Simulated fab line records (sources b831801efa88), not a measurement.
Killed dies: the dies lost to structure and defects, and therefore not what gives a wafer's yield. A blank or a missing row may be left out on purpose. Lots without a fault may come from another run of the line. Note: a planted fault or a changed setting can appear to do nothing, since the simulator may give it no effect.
fab line records    flow gf180mcu    part 1 of 2: steps 1 to 30 of 42
record lots=5  wafers=15  last-day=33
route steps=602 shown VT_IMPLANT@102 MVSD@136 NWELL@137 LVPWELL@138 MVPSD@139 DUAL_GATE@141
lots that met no fault: taken from a fault-free run of the same line
start-h: the number of hours between the record's first day and the start of the first shown wafer of the lot    wait-h: time in hours since the lot's previous step    " unchanged from the row above    L1.1+2: a single row standing in for several wafers    - no value, or no start was given    * or withheld: withheld    < > ~ a bound
route shown NAME@n: names a module that has steps shown in the file, with the first one's number in the route    usual: mean and standard deviation over wafers with no fault    same: alike in all rows    chamber/n: place in a boat    sites: readings site by site    _std_site: their standard deviation    _edge_site: outer sites' mean less inner sites'    radius-mm: how far each site lies from the wafer's centre    mask NAME#n: copy n    behind: the last tool/chamber to shape the wafer    hold: why the lot went on hold/how many hours it stayed there/how the hold came to an end    device: the transistor (n, p or np) that didn't switch    end of line: the tests these same wafers got at the end of their route    where a step has no rows: the recipe by itself    killed: count of dies lost to structure and defects at first sort (not the wafer's yield)    map: per-die view of a wafer (x killed, . not killed, _ where there is no die)
set.NAME: the setting that was run; set.NAME@STEP: the one run at that earlier step    model.NAME: the simulator's own value behind a step, which no gauge read
lots at some steps of the route; a table a step, a row a wafer
services: from which hour (start-h, from the record's first day; less than 0 if before it) a tool's chamber was out of use, for how many hours, and why
## steps
# step GF_VT_IMPLANT_HMDS_12
# recipe prime-time-s=60  prime-temp-c=120
lot.wafer   tool            chamber  start-h  wait-h
L076.1+4+5  litho-track-04  0        132.69   0.1
L081.1+3+5  litho-track-04  0        162.74   0.1
L083.2+4+6  litho-track-04  0        173.67   0.1
L090.2+4+6  litho-track-03  0        218.89   0.1
L092.1+4+6  litho-track-04  0        231.04   0.1
# step GF_VT_IMPLANT_COAT_13
# recipe resist=NOVOLAK  spin-rpm=3000  resist-thk-nm=1000
lot.wafer   tool            chamber  start-h  wait-h
L076.1+4+5  litho-track-04  0        132.84   0.1
L081.1+3+5  litho-track-04  0        162.89   0.1
L083.2+4+6  litho-track-04  0        173.82   0.1
L090.2+4+6  litho-track-03  0        219.04   0.1
L092.1+4+6  litho-track-04  0        231.19   0.1
# step GF_VT_IMPLANT_SOFTBAKE_14
# recipe temp-c=90  time-s=60  resist=NOVOLAK
# usual heater-power-total-W=56.59/0.048
lot.wafer  tool            chamber  start-h  wait-h  heater-power-total-W
L076.1     litho-track-04  0        132.99   0.1     56.61
L076.4     "               0        "        "       56.61
L076.5     "               0        "        "       56.60
L081.1     litho-track-04  0        163.04   0.1     56.47
L081.3     "               0        "        "       56.54
L081.5     "               0        "        "       56.66
L083.2     litho-track-04  0        173.97   0.1     56.56
L083.4     "               0        "        "       56.53
L083.6     "               0        "        "       56.61
L090.2     litho-track-03  0        219.19   0.1     56.51
L090.4     "               0        "        "       56.63
L090.6     "               0        "        "       56.51
L092.1     litho-track-04  0        231.34   0.1     56.56
L092.4     "               0        "        "       56.63
L092.6     "               0        "        "       56.54
# step GF_VT_IMPLANT_EXPOSE_15
# recipe mask-id=Nwell_LV_AREA  target-cd-nm=860  na=0.6  source-shape=conventional  sigma-outer=0.6  dose-mj=140
lot.wafer   tool              chamber  start-h  wait-h  mask
L076.1+4+5  iline-stepper-02  0        -        -       Nwell_LV_AREA#0
L081.1+3+5  iline-stepper-02  0        -        -       Nwell_LV_AREA#0
L083.2+4+6  iline-stepper-02  0        -        -       Nwell_LV_AREA#0
L090.2+4+6  iline-stepper-01  0        -        -       Nwell_LV_AREA#0
L092.1+4+6  iline-stepper-01  0        -        -       Nwell_LV_AREA#0
# step GF_VT_IMPLANT_PEB_16
# recipe temp-c=withheld  time-s=*  resist=NOVOLAK
lot.wafer   tool            chamber  start-h  wait-h
L076.1+4+5  litho-track-04  0        -        -
L081.1+3+5  litho-track-04  0        -        -
L083.2+4+6  litho-track-01  0        -        -
L090.2+4+6  litho-track-01  0        -        -
L092.1+4+6  litho-track-04  0        -        -
# step GF_VT_IMPLANT_DEVELOP_17
# recipe develop-time-s=60  dev-temp-c=23
lot.wafer   tool            chamber  start-h  wait-h
L076.1+4+5  litho-track-04  0        140.44   0.1
L081.1+3+5  litho-track-04  0        170.94   0.1
L083.2+4+6  litho-track-01  0        181.83   0.1
L090.2+4+6  litho-track-01  0        227.93   0.1
L092.1+4+6  litho-track-04  0        239.29   0.1
# step GF_VT_IMPLANT_OVL_MEAS_18
# usual VT_IMPLANT_01_OVL=-0.7/1.2
lot.wafer  tool        chamber  start-h  wait-h  VT_IMPLANT_01_OVL[nm]
L076.1     overlay-01  -        140.59   0.1     0.7
L076.4     "           -        "        "       -0.2
L076.5     "           -        "        "       -1.2
L081.1     overlay-01  -        171.09   0.1     -2.5
L081.3     "           -        "        "       -2.4
L081.5     "           -        "        "       -3.1
L083.2     overlay-01  -        181.96   0.1     -0.9
L083.4     "           -        "        "       -1.6
L083.6     "           -        "        "       0.7
L090.2     overlay-01  -        228.06   0.1     -2.4
L090.4     "           -        "        "       -1.1
L090.6     "           -        "        "       -2.5
L092.1     overlay-01  -        239.44   0.1     -0.8
L092.4     "           -        "        "       -0.1
L092.6     "           -        "        "       0.2
# step GF_VT_IMPLANT_IMPLANT_19
# recipe species=As  energy-kev=100  dose-cm2=4.49e+12  tilt-deg=7
# usual dose-ions-cm2=4.49e+12/4.8e+09
lot.wafer  tool          chamber  start-h  wait-h  dose-ions-cm2
L076.1     implanter-02  0        140.63   0.0     4.5e+12
L076.4     "             0        "        "       4.495e+12
L076.5     "             0        "        "       4.497e+12
L081.1     implanter-04  0        171.13   0.0     4.493e+12
L081.3     "             0        "        "       4.495e+12
L081.5     "             0        "        "       4.497e+12
L083.2     implanter-04  0        182.02   0.0     4.496e+12
L083.4     "             0        "        "       4.491e+12
L083.6     "             0        "        "       4.487e+12
L090.2     implanter-04  0        228.12   0.0     4.485e+12
L090.4     "             0        "        "       4.488e+12
L090.6     "             0        "        "       4.484e+12
L092.1     implanter-04  0        239.48   0.0     4.483e+12
L092.4     "             0        "        "       4.487e+12
L092.6     "             0        "        "       4.492e+12
# step GF_VT_IMPLANT_STRIP_20
# recipe chemistry=O2/N2  power-w=1400  pressure-mtorr=1500  platen-temp-c=250  o2-flow-sccm=3000  n2-flow-sccm=300  overash-fraction=0.5
# usual drypump-motor-current-A=5.67/0.25  heater-power-w=320/28  oes-product-au=0.716/0.005  strip-time-to-endpoint-s=12.64/0.04
lot.wafer  tool             chamber  start-h  wait-h  drypump-motor-current-A  heater-power-w  oes-product-au  rf-hours-counter-h  strip-time-to-endpoint-s
L076.1     plasma-asher-04  1        140.78   0.1     5.24                     379             0.707           34                  12.61
L076.4     "                0        "        "       5.55                     299             0.718           -                   12.65
L076.5     "                1        "        "       5.27                     369             0.719           -                   12.64
L081.1     plasma-asher-01  0        171.28   0.1     5.58                     287             0.718           5                   12.59
L081.3     "                0        "        "       5.55                     292             0.724           -                   12.58
L081.5     "                1        "        "       5.92                     331             0.706           -                   12.57
L083.2     plasma-asher-04  0        182.14   0.1     5.58                     311             0.708           38                  12.62
L083.4     "                0        "        "       5.57                     313             0.718           -                   12.64
L083.6     "                1        "        "       5.29                     377             0.722           -                   12.64
L090.2     plasma-asher-02  1        228.24   0.1     6.10                     311             0.720           60                  12.64
L090.4     "                0        "        "       5.61                     310             0.721           -                   12.66
L090.6     "                0        "        "       5.60                     328             0.724           -                   12.67
L092.1     plasma-asher-01  0        239.63   0.1     5.61                     282             0.714           13                  12.63
L092.4     "                1        "        "       5.93                     329             0.722           -                   12.64
L092.6     "                1        "        "       5.94                     326             0.722           -                   12.66
# step GF_VT_IMPLANT_TW_MEAS_21
# usual VT_IMPLANT_2_TW=1219/8.4
lot.wafer  tool           chamber  start-h  wait-h  VT_IMPLANT_2_TW
L076.1     film-metro-01  -        140.88   0.1     1209
L076.4     "              -        "        "       1215
L076.5     "              -        "        "       1211
L081.1     film-metro-03  -        171.38   0.1     1226
L081.3     "              -        "        "       1230
L081.5     "              -        "        "       1233
L083.2     film-metro-01  -        182.25   0.1     1223
L083.4     "              -        "        "       1214
L083.6     "              -        "        "       1222
L090.2     film-metro-01  -        228.35   0.1     1214
L090.4     "              -        "        "       1220
L090.6     "              -        "        "       1214
L092.1     film-metro-04  -        239.73   0.1     1215
L092.4     "              -        "        "       1213
L092.6     "              -        "        "       1215
# step GF_VT_IMPLANT_DEHYDRATE_22
# recipe temp-c=200  time-s=60
# usual heater-power-total-W=160.38/0.13
lot.wafer  tool            chamber  start-h  wait-h  heater-power-total-W
L076.1     litho-track-03  0        147.67   6.8     160.17
L076.4     "               0        "        "       160.32
L076.5     "               0        "        "       160.39
L081.1     litho-track-04  0        178.59   7.2     160.35
L081.3     "               0        "        "       160.12
L081.5     "               0        "        "       160.18
L083.2     litho-track-03  0        189.89   7.6     160.48
L083.4     "               0        "        "       160.47
L083.6     "               0        "        "       160.21
L090.2     litho-track-03  0        236.59   8.2     160.36
L090.4     "               0        "        "       160.45
L090.6     "               0        "        "       160.36
L092.1     litho-track-04  0        248.54   8.8     160.32
L092.4     "               0        "        "       160.27
L092.6     "               0        "        "       160.33
# step GF_VT_IMPLANT_HMDS_23
# recipe prime-time-s=60  prime-temp-c=120
lot.wafer   tool            chamber  start-h  wait-h
L076.1+4+5  litho-track-03  0        147.82   0.1
L081.1+3+5  litho-track-04  0        178.74   0.1
L083.2+4+6  litho-track-03  0        190.04   0.1
L090.2+4+6  litho-track-03  0        236.74   0.1
L092.1+4+6  litho-track-04  0        248.69   0.1
# step GF_VT_IMPLANT_COAT_24
# recipe resist=NOVOLAK  spin-rpm=3000  resist-thk-nm=1000
lot.wafer   tool            chamber  start-h  wait-h
L076.1+4+5  litho-track-03  0        147.97   0.1
L081.1+3+5  litho-track-04  0        178.89   0.1
L083.2+4+6  litho-track-03  0        190.19   0.1
L090.2+4+6  litho-track-03  0        236.89   0.1
L092.1+4+6  litho-track-04  0        248.84   0.1
# step GF_VT_IMPLANT_SOFTBAKE_25
# recipe temp-c=90  time-s=60  resist=NOVOLAK
# usual heater-power-total-W=56.60/0.046
lot.wafer  tool            chamber  start-h  wait-h  heater-power-total-W
L076.1     litho-track-03  0        148.12   0.1     56.64
L076.4     "               0        "        "       56.62
L076.5     "               0        "        "       56.68
L081.1     litho-track-04  0        179.04   0.1     56.62
L081.3     "               0        "        "       56.62
L081.5     "               0        "        "       56.63
L083.2     litho-track-03  0        190.34   0.1     56.56
L083.4     "               0        "        "       56.67
L083.6     "               0        "        "       56.52
L090.2     litho-track-03  0        237.04   0.1     56.56
L090.4     "               0        "        "       56.52
L090.6     "               0        "        "       56.63
L092.1     litho-track-04  0        248.99   0.1     56.64
L092.4     "               0        "        "       56.64
L092.6     "               0        "        "       56.58
# step GF_VT_IMPLANT_EXPOSE_26
# recipe mask-id=LVPWELL_HV_AREA  target-cd-nm=860  na=0.6  source-shape=conventional  sigma-outer=0.6  dose-mj=140
lot.wafer   tool              chamber  start-h  wait-h  mask
L076.1+4+5  iline-stepper-01  0        -        -       LVPWELL_HV_AREA#0
L081.1+3+5  iline-stepper-02  0        -        -       LVPWELL_HV_AREA#0
L083.2+4+6  iline-stepper-02  0        -        -       LVPWELL_HV_AREA#0
L090.2+4+6  iline-stepper-01  0        -        -       LVPWELL_HV_AREA#0
L092.1+4+6  iline-stepper-02  0        -        -       LVPWELL_HV_AREA#0
# step GF_VT_IMPLANT_PEB_27
# recipe temp-c=withheld  time-s=*  resist=NOVOLAK
lot.wafer   tool            chamber  start-h  wait-h
L076.1+4+5  litho-track-04  0        -        -
L081.1+3+5  litho-track-03  0        -        -
L083.2+4+6  litho-track-01  0        -        -
L090.2+4+6  litho-track-01  0        -        -
L092.1+4+6  litho-track-04  0        -        -
# step GF_VT_IMPLANT_DEVELOP_28
# recipe develop-time-s=60  dev-temp-c=23
lot.wafer   tool            chamber  start-h  wait-h
L076.1+4+5  litho-track-04  0        155.79   0.1
L081.1+3+5  litho-track-03  0        186.77   0.1
L083.2+4+6  litho-track-01  0        198.78   0.1
L090.2+4+6  litho-track-01  0        245.68   0.1
L092.1+4+6  litho-track-04  0        258.34   0.1
# step GF_VT_IMPLANT_OVL_MEAS_29
# usual VT_IMPLANT_02_OVL=-1.5/1.2
lot.wafer  tool        chamber  start-h  wait-h  VT_IMPLANT_02_OVL[nm]
L076.1     overlay-02  -        155.94   0.1     -2.6
L076.4     "           -        "        "       -2.2
L076.5     "           -        "        "       -0.8
L081.1     overlay-02  -        186.92   0.1     -1.7
L081.3     "           -        "        "       -3.3
L081.5     "           -        "        "       -1.2
L083.2     overlay-01  -        198.91   0.1     0.6
L083.4     "           -        "        "       0.4
L083.6     "           -        "        "       -1.2
L090.2     overlay-02  -        245.81   0.1     -0.8
L090.4     "           -        "        "       -1.9
L090.6     "           -        "        "       -1.3
L092.1     overlay-02  -        258.49   0.1     -2.9
L092.4     "           -        "        "       -2.5
L092.6     "           -        "        "       -2.7
# step GF_VT_IMPLANT_IMPLANT_30
# recipe species=B  energy-kev=24.46  dose-cm2=2.534e+12  tilt-deg=7
# usual dose-ions-cm2=2.5335e+12/2.1e+09
lot.wafer  tool          chamber  start-h  wait-h  dose-ions-cm2
L076.1     implanter-02  0        155.98   0.0     2.5336e+12
L076.4     "             0        "        "       2.5326e+12
L076.5     "             0        "        "       2.5372e+12
L081.1     implanter-04  0        186.95   0.0     2.5332e+12
L081.3     "             0        "        "       2.5343e+12
L081.5     "             0        "        "       2.5296e+12
L083.2     implanter-04  0        198.97   0.0     2.5335e+12
L083.4     "             0        "        "       2.5334e+12
L083.6     "             0        "        "       2.5284e+12
L090.2     implanter-03  0        245.87   0.0     2.5341e+12
L090.4     "             0        "        "       2.5338e+12
L090.6     "             0        "        "       2.5345e+12
L092.1     implanter-02  0        258.53   0.0     2.5326e+12
L092.4     "             0        "        "       2.5324e+12
L092.6     "             0        "        "       2.534e+12
# step GF_VT_IMPLANT_STRIP_31
# recipe chemistry=O2/N2  power-w=1400  pressure-mtorr=1500  platen-temp-c=250  o2-flow-sccm=3000  n2-flow-sccm=300  overash-fraction=0.5
# usual drypump-motor-current-A=5.72/0.25  heater-power-w=317/25  oes-product-au=0.716/0.0045  strip-time-to-endpoint-s=12.63/0.039
lot.wafer  tool             chamber  start-h  wait-h  drypump-motor-current-A  heater-power-w  oes-product-au  rf-hours-counter-h  strip-time-to-endpoint-s
L076.1     plasma-asher-01  1        156.13   0.1     5.92                     323             0.718           4                   12.59
L076.4     "                0        "        "       5.63                     281             0.724           -                   12.62
L076.5     "                0        "        "       5.59                     286             0.713           -                   12.63
L081.1     plasma-asher-04  0        187.10   0.1     5.51                     309             0.717           38                  12.64
L081.3     "                0        "        "       5.56                     310             0.720           -                   12.63
L081.5     "                1        "        "       5.28                     380             0.719           -                   12.62
L083.2     plasma-asher-02  0        199.09   0.1     5.64                     318             0.719           56                  12.62
L083.4     "                1        "        "       6.08                     312             0.714           -                   12.64
L083.6     "                0        "        "       5.61                     322             0.721           -                   12.59
L090.2     plasma-asher-02  1        245.99   0.1     6.05                     310             0.715           61                  12.63
L090.4     "                1        "        "       6.11                     317             0.708           -                   12.64
L090.6     "                1        "        "       6.08                     312             0.712           -                   12.65
L092.1     plasma-asher-01  0        258.68   0.1     5.59                     282             0.715           14                  12.63
L092.4     "                0        "        "       5.60                     292             0.720           -                   12.61
L092.6     "                1        "        "       5.93                     331             0.717           -                   12.60
# step GF_VT_IMPLANT_TW_MEAS_32
# usual VT_IMPLANT_3_TW=265.9/1.8
lot.wafer  tool           chamber  start-h  wait-h  VT_IMPLANT_3_TW
L076.1     film-metro-04  -        156.35   0.2     263.3
L076.4     "              -        "        "       265.6
L076.5     "              -        "        "       263.8
L081.1     film-metro-01  -        187.20   0.1     266.0
L081.3     "              -        "        "       266.9
L081.5     "              -        "        "       265.1
L083.2     film-metro-03  -        199.20   0.1     269.6
L083.4     "              -        "        "       269.7
L083.6     "              -        "        "       269.5
L090.2     film-metro-03  -        246.10   0.1     267.2
L090.4     "              -        "        "       269.1
L090.6     "              -        "        "       268.5
L092.1     film-metro-01  -        258.78   0.1     266.4
L092.4     "              -        "        "       265.7
L092.6     "              -        "        "       265.4
# step GF_VT_IMPLANT_DEHYDRATE_33
# recipe temp-c=200  time-s=60
# usual heater-power-total-W=160.37/0.12
lot.wafer  tool            chamber  start-h  wait-h  heater-power-total-W
L076.1     litho-track-03  0        163.67   7.3     160.24
L076.4     "               0        "        "       160.38
L076.5     "               0        "        "       160.41
L081.1     litho-track-04  0        195.59   8.4     160.32
L081.3     "               0        "        "       160.48
L081.5     "               0        "        "       160.43
L083.2     litho-track-03  0        207.29   8.1     160.27
L083.4     "               0        "        "       160.45
L083.6     "               0        "        "       160.16
L090.2     litho-track-04  0        255.11   9.0     160.20
L090.4     "               0        "        "       160.48
L090.6     "               0        "        "       160.35
L092.1     litho-track-01  0        268.25   9.5     160.35
L092.4     "               0        "        "       160.60
L092.6     "               0        "        "       160.31
# step GF_VT_IMPLANT_HMDS_34
# recipe prime-time-s=60  prime-temp-c=120
lot.wafer   tool            chamber  start-h  wait-h
L076.1+4+5  litho-track-03  0        163.82   0.1
L081.1+3+5  litho-track-04  0        195.74   0.1
L083.2+4+6  litho-track-03  0        207.44   0.1
L090.2+4+6  litho-track-04  0        255.26   0.1
L092.1+4+6  litho-track-01  0        268.40   0.1
# step GF_VT_IMPLANT_COAT_35
# recipe resist=NOVOLAK  spin-rpm=3000  resist-thk-nm=1000
lot.wafer   tool            chamber  start-h  wait-h
L076.1+4+5  litho-track-03  0        163.97   0.1
L081.1+3+5  litho-track-04  0        195.89   0.1
L083.2+4+6  litho-track-03  0        207.59   0.1
L090.2+4+6  litho-track-04  0        255.41   0.1
L092.1+4+6  litho-track-01  0        268.55   0.1
# step GF_VT_IMPLANT_SOFTBAKE_36
# recipe temp-c=90  time-s=60  resist=NOVOLAK
# usual heater-power-total-W=56.59/0.037
lot.wafer  tool            chamber  start-h  wait-h  heater-power-total-W
L076.1     litho-track-03  0        164.12   0.1     56.62
L076.4     "               0        "        "       56.54
L076.5     "               0        "        "       56.59
L081.1     litho-track-04  0        196.04   0.1     56.57
L081.3     "               0        "        "       56.60
L081.5     "               0        "        "       56.56
L083.2     litho-track-03  0        207.74   0.1     56.57
L083.4     "               0        "        "       56.64
L083.6     "               0        "        "       56.60
L090.2     litho-track-04  0        255.56   0.1     56.59
L090.4     "               0        "        "       56.64
L090.6     "               0        "        "       56.62
L092.1     litho-track-01  0        268.70   0.1     56.57
L092.4     "               0        "        "       56.59
L092.6     "               0        "        "       56.54
# step GF_VT_IMPLANT_EXPOSE_37
# recipe mask-id=Nwell_HV_AREA  target-cd-nm=860  na=0.6  source-shape=conventional  sigma-outer=0.6  dose-mj=140
lot.wafer   tool              chamber  start-h  wait-h  mask
L076.1+4+5  iline-stepper-02  0        -        -       Nwell_HV_AREA#0
L081.1+3+5  iline-stepper-02  0        -        -       Nwell_HV_AREA#0
L083.2+4+6  iline-stepper-02  0        -        -       Nwell_HV_AREA#0
L090.2+4+6  iline-stepper-01  0        -        -       Nwell_HV_AREA#0
L092.1+4+6  iline-stepper-02  0        -        -       Nwell_HV_AREA#0
# step GF_VT_IMPLANT_PEB_38
# recipe temp-c=withheld  time-s=*  resist=NOVOLAK
lot.wafer   tool            chamber  start-h  wait-h
L076.1+4+5  litho-track-04  0        -        -
L081.1+3+5  litho-track-04  0        -        -
L083.2+4+6  litho-track-01  0        -        -
L090.2+4+6  litho-track-01  0        -        -
L092.1+4+6  litho-track-03  0        -        -
# step GF_VT_IMPLANT_DEVELOP_39
# recipe develop-time-s=60  dev-temp-c=23
lot.wafer   tool            chamber  start-h  wait-h
L076.1+4+5  litho-track-04  0        172.44   0.1
L081.1+3+5  litho-track-04  0        204.19   0.1
L083.2+4+6  litho-track-01  0        216.33   0.1
L090.2+4+6  litho-track-01  0        264.93   0.1
L092.1+4+6  litho-track-03  0        277.81   0.1
# step GF_VT_IMPLANT_OVL_MEAS_40
# usual VT_IMPLANT_03_OVL=-1.0/1.4
lot.wafer  tool        chamber  start-h  wait-h  VT_IMPLANT_03_OVL[nm]
L076.1     overlay-01  -        172.59   0.1     -1.0
L076.4     "           -        "        "       -2.5
L076.5     "           -        "        "       -2.0
L081.1     overlay-01  -        204.34   0.1     -3.1
L081.3     "           -        "        "       -2.9
L081.5     "           -        "        "       -4.5
L083.2     overlay-02  -        216.46   0.1     0.6
L083.4     "           -        "        "       -0.5
L083.6     "           -        "        "       -1.7
L090.2     overlay-01  -        265.06   0.1     -0.8
L090.4     "           -        "        "       -1.0
L090.6     "           -        "        "       -1.0
L092.1     overlay-01  -        277.96   0.1     -2.8
L092.4     "           -        "        "       -3.0
L092.6     "           -        "        "       -0.4
# step GF_VT_IMPLANT_IMPLANT_41
# recipe species=As  energy-kev=70  dose-cm2=1.013e+12  tilt-deg=7
# usual dose-ions-cm2=1.0131e+12/9.8e+08
lot.wafer  tool          chamber  start-h  wait-h  dose-ions-cm2
L076.1     implanter-04  0        172.63   0.0     1.0136e+12
L076.4     "             0        "        "       1.0136e+12
L076.5     "             0        "        "       1.0125e+12
L081.1     implanter-02  0        204.38   0.0     1.0123e+12
L081.3     "             0        "        "       1.0113e+12
L081.5     "             0        "        "       1.0126e+12
L083.2     implanter-02  0        216.52   0.0     1.0139e+12
L083.4     "             0        "        "       1.015e+12
L083.6     "             0        "        "       1.0156e+12
L090.2     implanter-02  0        265.12   0.0     1.0126e+12
L090.4     "             0        "        "       1.0129e+12
L090.6     "             0        "        "       1.0116e+12
L092.1     implanter-03  0        278.00   0.0     1.0134e+12
L092.4     "             0        "        "       1.0134e+12
L092.6     "             0        "        "       1.0123e+12
